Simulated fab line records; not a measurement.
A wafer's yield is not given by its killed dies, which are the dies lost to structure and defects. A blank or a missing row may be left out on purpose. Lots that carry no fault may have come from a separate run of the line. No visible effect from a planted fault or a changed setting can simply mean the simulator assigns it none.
Which tool did it? | flow sky130 | 12 lots, 36 wafers sampled, at 1 step of a route of 708

## WHAT THE GAUGES READ, wafer by wafer
SKY_LI_CONTACT_BOW_MEAS_03.
lot  | measured     | on            | LI_CONTACT_BOW (um)
L074 | day 27 22:49 | film-metro-02 | 67 63 51
L077 | day 28 20:20 | film-metro-02 | 61 49 46
L080 | day 30 10:43 | film-metro-04 | 59 37 52
L081 | day 30 16:56 | film-metro-02 | 48 61 59
L083 | day 31 00:23 | film-metro-04 | 47 46 45
L085 | day 31 22:56 | film-metro-01 | 56 52 51
L087 | day 32 15:49 | film-metro-01 | 58 48 49
L089 | day 33 01:53 | film-metro-02 | 54 51 62
L091 | day 33 13:28 | film-metro-04 | 46 59 52
L093 | day 34 05:28 | film-metro-04 | 40 54 46
L095 | day 34 15:01 | film-metro-04 | 57 62 49
L097 | day 35 08:13 | film-metro-01 | 60 49 51

## EACH LOT AND THE TOOL THAT RAN IT (in order: tool; ch and the chambers of the sampled wafers; start)
No process step before these readings appears in the record.

## THE ANSWER, worked out from the rows above alone
Rule: what is usual is taken from the lots themselves. Put in order of their means at a reading, lots are off if they are a third of the lots or fewer, leave a main group of 4 or more, and stand apart from it by a gap of 3 or more times the standard deviation of the main group's means; of several such gaps the widest counts. A main group whose means are all the same, to the digits that the tables above print for the reading, isn't used. A lot without any number at a reading at which 4 lots or more have one is off too. Any other lot the step has rows for is counted as sound.
No lot is off on any of the readings shown, so nothing can be concluded from this.

## WHAT THE SIMULATOR HAD INSERTED
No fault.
